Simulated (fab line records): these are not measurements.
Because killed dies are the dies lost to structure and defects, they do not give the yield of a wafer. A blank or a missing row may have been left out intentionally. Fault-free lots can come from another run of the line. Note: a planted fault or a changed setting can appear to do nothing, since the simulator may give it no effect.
fab line records || flow sky130
record: {"lots": 14, "wafers": 42, "lastDay": 50}
route steps=708 shown CONTACT@430
lots that met no fault: taken from a fault-free run of the same line
startH: start of the lot's first displayed wafer, in hours after the record's first day || waitH: hours since the lot's step before || " the same as in the row above || L1.1+2: one row covering several wafers at once || - no value, or no start given || * or withheld: withheld || < > ~ a bound
route shown NAME@n: names a module that has steps shown in the file, with the first one's number in the route || usual: mean/standard deviation taken from wafers without a fault || same: alike in all rows || chamber/n: place in a boat || sites: the reading at each site || _std_site: how widely they spread, as a standard deviation || _edge_site: inner sites' mean taken away from outer sites' mean || radiusMm: for every site, how far away it sits from the centre of the wafer || mask NAME#n: copy n || behind: the tool/chamber that last shaped the wafer || hold: why the lot went on hold/how many hours it stayed there/how the hold came to an end || device: which transistor (n, p or np) failed to switch || end of line: tests run on the same wafers once the route is complete || step lacking rows: just its recipe || killed: count of dies lost to structure and defects at first sort (not the wafer's yield) || map: a wafer's dies, x killed, . not, _ none there
set.NAME: the run value of the setting; set.NAME@STEP: its run value at that earlier step || model.NAME: the simulator's own value behind a step, which no gauge read
steps of the route over a sample of lots; a table a step, a row a wafer
services: a tool's chamber out of use, with start hour (startH, from the record's first day; less than 0 if before it), hours out, and reason
== steps ==
step: SKY_CONTACT_CVD_24
recipe: {"material": "W", "targetThkNm": 340, "timeS": 102.12, "tempC": 400, "pressureTorr": 40}
usual: {"heaterPowerW": "788/56"}
{"lot.wafer": "L610.1", "tool": "cvdW-02", "chamber": 0, "startH": 755.48, "waitH": 0.0, "heaterPowerW": 840}
{"lot.wafer": "L610.2", "tool": "cvdW-02", "chamber": 1, "startH": 755.48, "waitH": 0.0, "heaterPowerW": 734}
{"lot.wafer": "L610.5", "tool": "cvdW-02", "chamber": 1, "startH": 755.48, "waitH": 0.0, "heaterPowerW": 728}
{"lot.wafer": "L611.2", "tool": "cvdW-01", "chamber": 1, "startH": 761.64, "waitH": 0.0, "heaterPowerW": 831}
{"lot.wafer": "L611.4", "tool": "cvdW-01", "chamber": 0, "startH": 761.64, "waitH": 0.0, "heaterPowerW": 718}
{"lot.wafer": "L611.5", "tool": "cvdW-01", "chamber": 0, "startH": 761.64, "waitH": 0.0, "heaterPowerW": 738}
{"lot.wafer": "L612.2", "tool": "cvdW-02", "chamber": 1, "startH": 768.08, "waitH": 0.0, "heaterPowerW": 739}
{"lot.wafer": "L612.3", "tool": "cvdW-02", "chamber": 0, "startH": 768.08, "waitH": 0.0, "heaterPowerW": 844}
{"lot.wafer": "L612.5", "tool": "cvdW-02", "chamber": 0, "startH": 768.08, "waitH": 0.0, "heaterPowerW": 847}
{"lot.wafer": "L613.2", "tool": "cvdW-01", "chamber": 0, "startH": 795.05, "waitH": 0.0, "heaterPowerW": 747}
{"lot.wafer": "L613.3", "tool": "cvdW-01", "chamber": 1, "startH": 795.05, "waitH": 0.0, "heaterPowerW": 840}
{"lot.wafer": "L613.5", "tool": "cvdW-01", "chamber": 0, "startH": 795.05, "waitH": 0.0, "heaterPowerW": 712}
{"lot.wafer": "L614.4", "tool": "cvdW-01", "chamber": 1, "startH": 798.18, "waitH": 0.1, "heaterPowerW": 837}
{"lot.wafer": "L614.5", "tool": "cvdW-01", "chamber": 1, "startH": 798.18, "waitH": 0.1, "heaterPowerW": 847}
{"lot.wafer": "L614.6", "tool": "cvdW-01", "chamber": 0, "startH": 798.18, "waitH": 0.1, "heaterPowerW": 737}
{"lot.wafer": "L617.2", "tool": "cvdW-01", "chamber": 0, "startH": 807.83, "waitH": 0.0, "heaterPowerW": 730}
{"lot.wafer": "L617.3", "tool": "cvdW-01", "chamber": 1, "startH": 807.83, "waitH": 0.0, "heaterPowerW": 857}
{"lot.wafer": "L617.6", "tool": "cvdW-01", "chamber": 0, "startH": 807.83, "waitH": 0.0, "heaterPowerW": 724}
{"lot.wafer": "L616.2", "tool": "cvdW-02", "chamber": 1, "startH": 812.85, "waitH": 0.0, "heaterPowerW": 756}
{"lot.wafer": "L616.4", "tool": "cvdW-02", "chamber": 0, "startH": 812.85, "waitH": 0.0, "heaterPowerW": 841}
{"lot.wafer": "L616.5", "tool": "cvdW-02", "chamber": 0, "startH": 812.85, "waitH": 0.0, "heaterPowerW": 832}
{"lot.wafer": "L619.1", "tool": "cvdW-01", "chamber": 0, "startH": 815.22, "waitH": 0.0, "heaterPowerW": 735}
{"lot.wafer": "L619.4", "tool": "cvdW-01", "chamber": 0, "startH": 815.22, "waitH": 0.0, "heaterPowerW": 737}
{"lot.wafer": "L619.5", "tool": "cvdW-01", "chamber": 0, "startH": 815.22, "waitH": 0.0, "heaterPowerW": 714}
{"lot.wafer": "L618.3", "tool": "cvdW-01", "chamber": 1, "startH": 816.64, "waitH": 0.1, "heaterPowerW": 841}
{"lot.wafer": "L618.4", "tool": "cvdW-01", "chamber": 0, "startH": 816.64, "waitH": 0.1, "heaterPowerW": 738}
{"lot.wafer": "L618.5", "tool": "cvdW-01", "chamber": 0, "startH": 816.64, "waitH": 0.1, "heaterPowerW": 741}
{"lot.wafer": "L623.1", "tool": "cvdW-02", "chamber": 1, "startH": 851.45, "waitH": 0.0, "heaterPowerW": 722}
{"lot.wafer": "L623.4", "tool": "cvdW-02", "chamber": 1, "startH": 851.45, "waitH": 0.0, "heaterPowerW": 716}
{"lot.wafer": "L623.6", "tool": "cvdW-02", "chamber": 0, "startH": 851.45, "waitH": 0.0, "heaterPowerW": 870}
{"lot.wafer": "L625.3", "tool": "cvdW-02", "chamber": 1, "startH": 862.70, "waitH": 0.1, "heaterPowerW": 724}
{"lot.wafer": "L625.4", "tool": "cvdW-02", "chamber": 0, "startH": 862.70, "waitH": 0.1, "heaterPowerW": 844}
{"lot.wafer": "L625.6", "tool": "cvdW-02", "chamber": 1, "startH": 862.70, "waitH": 0.1, "heaterPowerW": 730}
{"lot.wafer": "L627.1", "tool": "cvdW-01", "chamber": 1, "startH": 885.95, "waitH": 0.0, "heaterPowerW": 843}
{"lot.wafer": "L627.2", "tool": "cvdW-01", "chamber": 0, "startH": 885.95, "waitH": 0.0, "heaterPowerW": 753}
{"lot.wafer": "L627.6", "tool": "cvdW-01", "chamber": 1, "startH": 885.95, "waitH": 0.0, "heaterPowerW": 862}
{"lot.wafer": "L628.1", "tool": "cvdW-01", "chamber": 1, "startH": 889.56, "waitH": 0.0, "heaterPowerW": 845}
{"lot.wafer": "L628.3", "tool": "cvdW-01", "chamber": 1, "startH": 889.56, "waitH": 0.0, "heaterPowerW": 859}
{"lot.wafer": "L628.6", "tool": "cvdW-01", "chamber": 1, "startH": 889.56, "waitH": 0.0, "heaterPowerW": 835}
{"lot.wafer": "L631.1", "tool": "cvdW-01", "chamber": 1, "startH": 909.26, "waitH": 0.0, "heaterPowerW": 846}
{"lot.wafer": "L631.3", "tool": "cvdW-01", "chamber": 0, "startH": 909.26, "waitH": 0.0, "heaterPowerW": 728}
{"lot.wafer": "L631.4", "tool": "cvdW-01", "chamber": 1, "startH": 909.26, "waitH": 0.0, "heaterPowerW": 848}
step: SKY_CONTACT_RS_MEAS_25
recipe: {"thkMeasGauge": "four-point-probe", "reads": "W_of_CONTACT_CVD_24+TiN_of_CONTACT_SPUTTER_23"}
usual: {"CONTACT_W_RS": "0.337/0.0032"}
{"lot.wafer": "L610.1", "tool": "filmMetro-02", "chamber": "-", "startH": 755.59, "waitH": 0.1, "hold": "-", "CONTACT_W_RS[ohm/sq]": 0.336}
{"lot.wafer": "L610.2", "tool": "filmMetro-02", "chamber": "-", "startH": 755.59, "waitH": 0.1, "hold": "-", "CONTACT_W_RS[ohm/sq]": 0.332}
{"lot.wafer": "L610.5", "tool": "filmMetro-02", "chamber": "-", "startH": 755.59, "waitH": 0.1, "hold": "-", "CONTACT_W_RS[ohm/sq]": 0.339}
{"lot.wafer": "L611.2", "tool": "filmMetro-01", "chamber": "-", "startH": 761.77, "waitH": 0.1, "hold": "-", "CONTACT_W_RS[ohm/sq]": 0.339}
{"lot.wafer": "L611.4", "tool": "filmMetro-01", "chamber": "-", "startH": 761.77, "waitH": 0.1, "hold": "-", "CONTACT_W_RS[ohm/sq]": 0.336}
{"lot.wafer": "L611.5", "tool": "filmMetro-01", "chamber": "-", "startH": 761.77, "waitH": 0.1, "hold": "-", "CONTACT_W_RS[ohm/sq]": 0.335}
{"lot.wafer": "L612.2", "tool": "filmMetro-01", "chamber": "-", "startH": 768.21, "waitH": 0.1, "hold": "-", "CONTACT_W_RS[ohm/sq]": 0.335}
{"lot.wafer": "L612.3", "tool": "filmMetro-01", "chamber": "-", "startH": 768.21, "waitH": 0.1, "hold": "-", "CONTACT_W_RS[ohm/sq]": 0.337}
{"lot.wafer": "L612.5", "tool": "filmMetro-01", "chamber": "-", "startH": 768.21, "waitH": 0.1, "hold": "-", "CONTACT_W_RS[ohm/sq]": 0.338}
{"lot.wafer": "L613.2", "tool": "filmMetro-01", "chamber": "-", "startH": 795.18, "waitH": 0.1, "hold": "-", "CONTACT_W_RS[ohm/sq]": 0.337}
{"lot.wafer": "L613.3", "tool": "filmMetro-01", "chamber": "-", "startH": 795.18, "waitH": 0.1, "hold": "-", "CONTACT_W_RS[ohm/sq]": 0.338}
{"lot.wafer": "L613.5", "tool": "filmMetro-01", "chamber": "-", "startH": 795.18, "waitH": 0.1, "hold": "-", "CONTACT_W_RS[ohm/sq]": 0.338}
{"lot.wafer": "L614.4", "tool": "filmMetro-02", "chamber": "-", "startH": 798.31, "waitH": 0.1, "hold": "-", "CONTACT_W_RS[ohm/sq]": 0.340}
{"lot.wafer": "L614.5", "tool": "filmMetro-02", "chamber": "-", "startH": 798.31, "waitH": 0.1, "hold": "-", "CONTACT_W_RS[ohm/sq]": 0.340}
{"lot.wafer": "L614.6", "tool": "filmMetro-02", "chamber": "-", "startH": 798.31, "waitH": 0.1, "hold": "-", "CONTACT_W_RS[ohm/sq]": 0.338}
{"lot.wafer": "L617.2", "tool": "filmMetro-02", "chamber": "-", "startH": 807.96, "waitH": 0.1, "hold": "-", "CONTACT_W_RS[ohm/sq]": 0.336}
{"lot.wafer": "L617.3", "tool": "filmMetro-02", "chamber": "-", "startH": 807.96, "waitH": 0.1, "hold": "-", "CONTACT_W_RS[ohm/sq]": 0.339}
{"lot.wafer": "L617.6", "tool": "filmMetro-02", "chamber": "-", "startH": 807.96, "waitH": 0.1, "hold": "-", "CONTACT_W_RS[ohm/sq]": 0.336}
{"lot.wafer": "L616.2", "tool": "filmMetro-02", "chamber": "-", "startH": 812.98, "waitH": 0.1, "hold": "-", "CONTACT_W_RS[ohm/sq]": 0.336}
{"lot.wafer": "L616.4", "tool": "filmMetro-02", "chamber": "-", "startH": 812.98, "waitH": 0.1, "hold": "-", "CONTACT_W_RS[ohm/sq]": 0.335}
{"lot.wafer": "L616.5", "tool": "filmMetro-02", "chamber": "-", "startH": 812.98, "waitH": 0.1, "hold": "-", "CONTACT_W_RS[ohm/sq]": 0.334}
{"lot.wafer": "L619.1", "tool": "filmMetro-04", "chamber": "-", "startH": 815.33, "waitH": 0.1, "hold": "-", "CONTACT_W_RS[ohm/sq]": 0.335}
{"lot.wafer": "L619.4", "tool": "filmMetro-04", "chamber": "-", "startH": 815.33, "waitH": 0.1, "hold": "-", "CONTACT_W_RS[ohm/sq]": 0.339}
{"lot.wafer": "L619.5", "tool": "filmMetro-04", "chamber": "-", "startH": 815.33, "waitH": 0.1, "hold": "-", "CONTACT_W_RS[ohm/sq]": 0.332}
{"lot.wafer": "L618.3", "tool": "filmMetro-02", "chamber": "-", "startH": 816.75, "waitH": 0.1, "hold": "-", "CONTACT_W_RS[ohm/sq]": 0.338}
{"lot.wafer": "L618.4", "tool": "filmMetro-02", "chamber": "-", "startH": 816.75, "waitH": 0.1, "hold": "-", "CONTACT_W_RS[ohm/sq]": 0.339}
{"lot.wafer": "L618.5", "tool": "filmMetro-02", "chamber": "-", "startH": 816.75, "waitH": 0.1, "hold": "-", "CONTACT_W_RS[ohm/sq]": 0.336}
{"lot.wafer": "L623.1", "tool": "filmMetro-02", "chamber": "-", "startH": 851.56, "waitH": 0.1, "hold": "awaitDispo/0.2h/release", "CONTACT_W_RS[ohm/sq]": 0.425}
{"lot.wafer": "L623.4", "tool": "filmMetro-02", "chamber": "-", "startH": 851.56, "waitH": 0.1, "hold": "awaitDispo/0.2h/release", "CONTACT_W_RS[ohm/sq]": 0.425}
{"lot.wafer": "L623.6", "tool": "filmMetro-02", "chamber": "-", "startH": 851.56, "waitH": 0.1, "hold": "awaitDispo/0.2h/release", "CONTACT_W_RS[ohm/sq]": 0.335}
{"lot.wafer": "L623.1", "tool": "filmMetro-02", "chamber": "-", "startH": 851.84, "waitH": 0.3, "hold": "-", "CONTACT_W_RS[ohm/sq]": 0.425}
{"lot.wafer": "L623.4", "tool": "filmMetro-02", "chamber": "-", "startH": 851.84, "waitH": 0.3, "hold": "-", "CONTACT_W_RS[ohm/sq]": 0.425}
{"lot.wafer": "L623.6", "tool": "filmMetro-02", "chamber": "-", "startH": 851.84, "waitH": 0.3, "hold": "-", "CONTACT_W_RS[ohm/sq]": 0.336}
{"lot.wafer": "L625.3", "tool": "filmMetro-02", "chamber": "-", "startH": 862.81, "waitH": 0.1, "hold": "awaitDispo/0.2h/release", "CONTACT_W_RS[ohm/sq]": 0.421}
{"lot.wafer": "L625.4", "tool": "filmMetro-02", "chamber": "-", "startH": 862.81, "waitH": 0.1, "hold": "awaitDispo/0.2h/release", "CONTACT_W_RS[ohm/sq]": 0.332}
{"lot.wafer": "L625.6", "tool": "filmMetro-02", "chamber": "-", "startH": 862.81, "waitH": 0.1, "hold": "awaitDispo/0.2h/release", "CONTACT_W_RS[ohm/sq]": 0.428}
{"lot.wafer": "L625.3", "tool": "filmMetro-02", "chamber": "-", "startH": 863.10, "waitH": 0.3, "hold": "-", "CONTACT_W_RS[ohm/sq]": 0.422}
{"lot.wafer": "L625.4", "tool": "filmMetro-02", "chamber": "-", "startH": 863.10, "waitH": 0.3, "hold": "-", "CONTACT_W_RS[ohm/sq]": 0.333}
{"lot.wafer": "L625.6", "tool": "filmMetro-02", "chamber": "-", "startH": 863.10, "waitH": 0.3, "hold": "-", "CONTACT_W_RS[ohm/sq]": 0.428}
{"lot.wafer": "L627.1", "tool": "filmMetro-02", "chamber": "-", "startH": 886.06, "waitH": 0.1, "hold": "-", "CONTACT_W_RS[ohm/sq]": 0.348}
{"lot.wafer": "L627.2", "tool": "filmMetro-02", "chamber": "-", "startH": 886.06, "waitH": 0.1, "hold": "-", "CONTACT_W_RS[ohm/sq]": 0.343}
{"lot.wafer": "L627.6", "tool": "filmMetro-02", "chamber": "-", "startH": 886.06, "waitH": 0.1, "hold": "-", "CONTACT_W_RS[ohm/sq]": 0.341}
{"lot.wafer": "L628.1", "tool": "filmMetro-04", "chamber": "-", "startH": 889.67, "waitH": 0.1, "hold": "-", "CONTACT_W_RS[ohm/sq]": 0.343}
{"lot.wafer": "L628.3", "tool": "filmMetro-04", "chamber": "-", "startH": 889.67, "waitH": 0.1, "hold": "-", "CONTACT_W_RS[ohm/sq]": 0.334}
{"lot.wafer": "L628.6", "tool": "filmMetro-04", "chamber": "-", "startH": 889.67, "waitH": 0.1, "hold": "-", "CONTACT_W_RS[ohm/sq]": 0.341}
{"lot.wafer": "L631.1", "tool": "filmMetro-01", "chamber": "-", "startH": 909.37, "waitH": 0.1, "hold": "-", "CONTACT_W_RS[ohm/sq]": 0.341}
{"lot.wafer": "L631.3", "tool": "filmMetro-01", "chamber": "-", "startH": 909.37, "waitH": 0.1, "hold": "-", "CONTACT_W_RS[ohm/sq]": 0.339}
{"lot.wafer": "L631.4", "tool": "filmMetro-01", "chamber": "-", "startH": 909.37, "waitH": 0.1, "hold": "-", "CONTACT_W_RS[ohm/sq]": 0.336}
step: SKY_CONTACT_THK_MEAS_26
recipe: {"thkMeasGauge": "xrf", "reads": "W_of_CONTACT_CVD_24"}
usual: {"CONTACT_W_THK": "343/6.6"}
{"lot.wafer": "L610.1", "tool": "filmMetro-02", "chamber": "-", "startH": 755.71, "waitH": 0.1, "hold": "-", "CONTACT_W_THK[nm]": 347}
{"lot.wafer": "L610.2", "tool": "filmMetro-02", "chamber": "-", "startH": 755.71, "waitH": 0.1, "hold": "-", "CONTACT_W_THK[nm]": 350}
{"lot.wafer": "L610.5", "tool": "filmMetro-02", "chamber": "-", "startH": 755.71, "waitH": 0.1, "hold": "-", "CONTACT_W_THK[nm]": 343}
{"lot.wafer": "L611.2", "tool": "filmMetro-01", "chamber": "-", "startH": 761.88, "waitH": 0.1, "hold": "-", "CONTACT_W_THK[nm]": 345}
{"lot.wafer": "L611.4", "tool": "filmMetro-01", "chamber": "-", "startH": 761.88, "waitH": 0.1, "hold": "-", "CONTACT_W_THK[nm]": 352}
{"lot.wafer": "L611.5", "tool": "filmMetro-01", "chamber": "-", "startH": 761.88, "waitH": 0.1, "hold": "-", "CONTACT_W_THK[nm]": 354}
{"lot.wafer": "L612.2", "tool": "filmMetro-01", "chamber": "-", "startH": 768.32, "waitH": 0.1, "hold": "-", "CONTACT_W_THK[nm]": 353}
{"lot.wafer": "L612.3", "tool": "filmMetro-01", "chamber": "-", "startH": 768.32, "waitH": 0.1, "hold": "-", "CONTACT_W_THK[nm]": 349}
{"lot.wafer": "L612.5", "tool": "filmMetro-01", "chamber": "-", "startH": 768.32, "waitH": 0.1, "hold": "-", "CONTACT_W_THK[nm]": 349}
{"lot.wafer": "L613.2", "tool": "filmMetro-01", "chamber": "-", "startH": 795.29, "waitH": 0.1, "hold": "-", "CONTACT_W_THK[nm]": 345}
{"lot.wafer": "L613.3", "tool": "filmMetro-01", "chamber": "-", "startH": 795.29, "waitH": 0.1, "hold": "-", "CONTACT_W_THK[nm]": 345}
{"lot.wafer": "L613.5", "tool": "filmMetro-01", "chamber": "-", "startH": 795.29, "waitH": 0.1, "hold": "-", "CONTACT_W_THK[nm]": 346}
{"lot.wafer": "L614.4", "tool": "filmMetro-02", "chamber": "-", "startH": 798.40, "waitH": 0.1, "hold": "-", "CONTACT_W_THK[nm]": 340}
{"lot.wafer": "L614.5", "tool": "filmMetro-02", "chamber": "-", "startH": 798.40, "waitH": 0.1, "hold": "-", "CONTACT_W_THK[nm]": 340}
{"lot.wafer": "L614.6", "tool": "filmMetro-02", "chamber": "-", "startH": 798.40, "waitH": 0.1, "hold": "-", "CONTACT_W_THK[nm]": 341}
{"lot.wafer": "L617.2", "tool": "filmMetro-02", "chamber": "-", "startH": 808.07, "waitH": 0.1, "hold": "-", "CONTACT_W_THK[nm]": 344}
{"lot.wafer": "L617.3", "tool": "filmMetro-02", "chamber": "-", "startH": 808.07, "waitH": 0.1, "hold": "-", "CONTACT_W_THK[nm]": 343}
{"lot.wafer": "L617.6", "tool": "filmMetro-02", "chamber": "-", "startH": 808.07, "waitH": 0.1, "hold": "-", "CONTACT_W_THK[nm]": 344}
{"lot.wafer": "L616.2", "tool": "filmMetro-02", "chamber": "-", "startH": 813.09, "waitH": 0.1, "hold": "-", "CONTACT_W_THK[nm]": 345}
{"lot.wafer": "L616.4", "tool": "filmMetro-02", "chamber": "-", "startH": 813.09, "waitH": 0.1, "hold": "-", "CONTACT_W_THK[nm]": 346}
{"lot.wafer": "L616.5", "tool": "filmMetro-02", "chamber": "-", "startH": 813.09, "waitH": 0.1, "hold": "-", "CONTACT_W_THK[nm]": 346}
{"lot.wafer": "L619.1", "tool": "filmMetro-04", "chamber": "-", "startH": 815.45, "waitH": 0.1, "hold": "-", "CONTACT_W_THK[nm]": 339}
{"lot.wafer": "L619.4", "tool": "filmMetro-04", "chamber": "-", "startH": 815.45, "waitH": 0.1, "hold": "-", "CONTACT_W_THK[nm]": 336}
{"lot.wafer": "L619.5", "tool": "filmMetro-04", "chamber": "-", "startH": 815.45, "waitH": 0.1, "hold": "-", "CONTACT_W_THK[nm]": 344}
{"lot.wafer": "L618.3", "tool": "filmMetro-02", "chamber": "-", "startH": 816.85, "waitH": 0.1, "hold": "-", "CONTACT_W_THK[nm]": 341}
{"lot.wafer": "L618.4", "tool": "filmMetro-02", "chamber": "-", "startH": 816.85, "waitH": 0.1, "hold": "-", "CONTACT_W_THK[nm]": 341}
{"lot.wafer": "L618.5", "tool": "filmMetro-02", "chamber": "-", "startH": 816.85, "waitH": 0.1, "hold": "-", "CONTACT_W_THK[nm]": 346}
{"lot.wafer": "L623.1", "tool": "filmMetro-02", "chamber": "-", "startH": 861.89, "waitH": 10.0, "hold": "awaitDispo/0.2h/release", "CONTACT_W_THK[nm]": 286}
{"lot.wafer": "L623.4", "tool": "filmMetro-02", "chamber": "-", "startH": 861.89, "waitH": 10.0, "hold": "awaitDispo/0.2h/release", "CONTACT_W_THK[nm]": 286}
{"lot.wafer": "L623.6", "tool": "filmMetro-02", "chamber": "-", "startH": 861.89, "waitH": 10.0, "hold": "awaitDispo/0.2h/release", "CONTACT_W_THK[nm]": 344}
{"lot.wafer": "L623.1", "tool": "filmMetro-02", "chamber": "-", "startH": 862.12, "waitH": 0.2, "hold": "-", "CONTACT_W_THK[nm]": 286}
{"lot.wafer": "L623.4", "tool": "filmMetro-02", "chamber": "-", "startH": 862.12, "waitH": 0.2, "hold": "-", "CONTACT_W_THK[nm]": 287}
{"lot.wafer": "L623.6", "tool": "filmMetro-02", "chamber": "-", "startH": 862.12, "waitH": 0.2, "hold": "-", "CONTACT_W_THK[nm]": 345}
{"lot.wafer": "L625.3", "tool": "filmMetro-02", "chamber": "-", "startH": 866.88, "waitH": 3.8, "hold": "awaitDispo/0.2h/release", "CONTACT_W_THK[nm]": 288}
{"lot.wafer": "L625.4", "tool": "filmMetro-02", "chamber": "-", "startH": 866.88, "waitH": 3.8, "hold": "awaitDispo/0.2h/release", "CONTACT_W_THK[nm]": 344}
{"lot.wafer": "L625.6", "tool": "filmMetro-02", "chamber": "-", "startH": 866.88, "waitH": 3.8, "hold": "awaitDispo/0.2h/release", "CONTACT_W_THK[nm]": 286}
{"lot.wafer": "L625.3", "tool": "filmMetro-02", "chamber": "-", "startH": 867.11, "waitH": 0.2, "hold": "-", "CONTACT_W_THK[nm]": 287}
{"lot.wafer": "L625.4", "tool": "filmMetro-02", "chamber": "-", "startH": 867.11, "waitH": 0.2, "hold": "-", "CONTACT_W_THK[nm]": 344}
{"lot.wafer": "L625.6", "tool": "filmMetro-02", "chamber": "-", "startH": 867.11, "waitH": 0.2, "hold": "-", "CONTACT_W_THK[nm]": 284}
{"lot.wafer": "L627.1", "tool": "filmMetro-02", "chamber": "-", "startH": 886.18, "waitH": 0.1, "hold": "-", "CONTACT_W_THK[nm]": 328}
{"lot.wafer": "L627.2", "tool": "filmMetro-02", "chamber": "-", "startH": 886.18, "waitH": 0.1, "hold": "-", "CONTACT_W_THK[nm]": 334}
{"lot.wafer": "L627.6", "tool": "filmMetro-02", "chamber": "-", "startH": 886.18, "waitH": 0.1, "hold": "-", "CONTACT_W_THK[nm]": 336}
{"lot.wafer": "L628.1", "tool": "filmMetro-04", "chamber": "-", "startH": 889.79, "waitH": 0.1, "hold": "-", "CONTACT_W_THK[nm]": 330}
{"lot.wafer": "L628.3", "tool": "filmMetro-04", "chamber": "-", "startH": 889.79, "waitH": 0.1, "hold": "-", "CONTACT_W_THK[nm]": 336}
{"lot.wafer": "L628.6", "tool": "filmMetro-04", "chamber": "-", "startH": 889.79, "waitH": 0.1, "hold": "-", "CONTACT_W_THK[nm]": 331}
{"lot.wafer": "L631.1", "tool": "filmMetro-01", "chamber": "-", "startH": 909.49, "waitH": 0.1, "hold": "-", "CONTACT_W_THK[nm]": 349}
{"lot.wafer": "L631.3", "tool": "filmMetro-01", "chamber": "-", "startH": 909.49, "waitH": 0.1, "hold": "-", "CONTACT_W_THK[nm]": 348}
{"lot.wafer": "L631.4", "tool": "filmMetro-01", "chamber": "-", "startH": 909.49, "waitH": 0.1, "hold": "-", "CONTACT_W_THK[nm]": 351}
== services ==
{"tool": "cvdW-01", "chamber": 1, "startH": 751.73, "hours": 3.9, "kind": "repair"}
{"tool": "cvdW-01", "chamber": "-", "startH": 755.25, "hours": 6.0, "kind": "pm"}
{"tool": "cvdW-02", "chamber": "-", "startH": 766.66, "hours": 0.8, "kind": "repair"}
{"tool": "cvdW-02", "chamber": "-", "startH": 768.70, "hours": 2.8, "kind": "pm"}
{"tool": "cvdW-02", "chamber": "-", "startH": 780.79, "hours": 1.3, "kind": "repair"}
{"tool": "cvdW-02", "chamber": 1, "startH": 834.11, "hours": 2.7, "kind": "repair"}
{"tool": "cvdW-02", "chamber": "-", "startH": 884.86, "hours": 0.3, "kind": "repair"}
{"tool": "cvdW-02", "chamber": 0, "startH": 887.51, "hours": 11.7, "kind": "repair"}
{"tool": "cvdW-02", "chamber": "-", "startH": 904.00, "hours": 14.0, "kind": "pm"}
{"tool": "cvdW-02", "chamber": 0, "startH": 904.00, "hours": 14.0, "kind": "ventCycle"}
{"tool": "cvdW-02", "chamber": 1, "startH": 904.00, "hours": 14.0, "kind": "ventCycle"}
== key ==
firstSign: {"step": "SKY_CONTACT_RS_MEAS_25", "reading": "visit", "direction": "added"}
effect: {"step": "SKY_CONTACT_RS_MEAS_25", "reading": "CONTACT_W_RS", "direction": "up", "sigmas": 27, "usual": 0.337, "struck": 0.425}
effect: {"step": "SKY_CONTACT_THK_MEAS_26", "reading": "visit", "direction": "added"}
effect: {"step": "SKY_CONTACT_THK_MEAS_26", "reading": "CONTACT_W_THK", "direction": "down", "sigmas": 8.6, "usual": 343, "struck": 287}
metAt SKY_CONTACT_CVD_24
struckLots L623,L625
struckWafers L623.1,L623.4,L625.3,L625.6
testerLeftOut L623,L625
onsetBetween 812.85 851.45
fault: {"kind": "siteProfileDrift", "tool": "cvdW-02", "chamber": 1, "onsetH": 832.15, "steps": "SKY_CONTACT_CVD_24", "basis": "fraction", "maxAbsDrift": 0.37128, "slopeSharePerHr": 82.507, "sitePattern": "0,0,0,0,0,-1,-1,-1,-1"}
testerLeftOut: of these lots the tester's yield and bins aren't shown, on N5 and GAA mostly nor the transistor test; their killed dies are dies lost to structure and defects alone, not to doping, threshold or leakage, so they don't give the yield
